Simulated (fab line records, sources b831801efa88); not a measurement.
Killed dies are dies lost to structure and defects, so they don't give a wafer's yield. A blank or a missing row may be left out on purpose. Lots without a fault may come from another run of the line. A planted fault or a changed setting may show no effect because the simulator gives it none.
Chamber matching | flow gf180mcu | GF_V3_CMP_04 on cmp-01: 4 sister chambers
The step polishes SiO2. 16 wafers are shown with their chamber, then 8 later ones without.

WAFERS WITH THEIR CHAMBER
wafer  | chamber | time_to_endpoint_s (s) | motor_current_A (A) | slurry_flow_ml_min
L728.1 | 2       | 84                     | 11.0                | 149.8
L728.2 | 3       | 75                     | 10.3                | 149.7
L728.5 | 0       | 92                     | 11.2                | 149.8
L730.1 | 2       | 88                     | 11.3                | 150.4
L730.3 | 0       | 93                     | 10.9                | 149.6
L730.5 | 0       | 87                     | 11.3                | 149.5
L735.2 | 2       | 90                     | 10.9                | 149.4
L735.3 | 1       | 88                     | 11.9                | 151.0
L735.6 | 2       | 93                     | 11.3                | 150.0
L736.1 | 2       | 87                     | 11.5                | 150.5
L736.2 | 0       | 89                     | 10.8                | 150.2
L736.5 | 2       | 98                     | 10.6                | 149.8
L737.4 | 1       | 84                     | 11.1                | 150.4
L737.5 | 2       | 82                     | 11.0                | 150.9
L737.6 | 1       | 79                     | 11.3                | 150.3
L746.1 | 2       | 89                     | 11.4                | 149.4

SIGNATURES (means of the wafers above)
reading            | chamber 0 | chamber 1 | chamber 2 | chamber 3 | scatter within a chamber
time_to_endpoint_s | 90.25     | 83.67     | 88.88     | 75.00     | 4.47
motor_current_A    | 11.050    | 11.433    | 11.125    | 10.300    | 0.31
slurry_flow_ml_min | 149.775   | 150.567   | 150.025   | 149.700   | 0.465
Rule: a wafer's distance from a chamber is the root of the sum, over the readings, of the square of ((its reading less the chamber's mean) divided by the reading's scatter). The wafer belongs to the nearest chamber; if the next one is less than 2 further off, it can't be placed. The scatter: the root of (the sum of the squares of (reading less its chamber's mean) over the shown wafers, divided by (wafers less chambers)).

WAFERS WITHOUT THEIR CHAMBER
wafer  | time_to_endpoint_s (s) | motor_current_A (A) | slurry_flow_ml_min
L746.3 | 87                     | 11.6                | 149.7
L746.4 | 88                     | 11.0                | 150.2
L749.2 | 78                     | 11.4                | 150.2
L749.3 | 70                     | 9.9                 | 150.6
L749.6 | 70                     | 9.5                 | 150.4
L751.2 | 85                     | 11.0                | 149.3
L751.5 | 94                     | 11.1                | 150.4
L751.6 | 82                     | 10.3                | 149.8

WHICH CHAMBER EACH WENT THROUGH
wafer  | from the rows above               | in truth
L746.3 | can't be placed: 2 or 0 or 1      | 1
L746.4 | can't be placed: 2 or 0 or 1      | 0
L749.2 | can't be placed: 1 or 2 or 0      | 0
L749.3 | 3                                 | 3
L749.6 | 3                                 | 3
L751.2 | can't be placed: 0 or 2 or 1 or 3 | 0
L751.5 | can't be placed: 2 or 0 or 1      | 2
L751.6 | can't be placed: 3 or 0 or 2      | 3
Placed correctly: 2 of 8. Can't be placed from these rows: 6 (the true chamber is among the candidates in 6). Placed wrongly: 0.
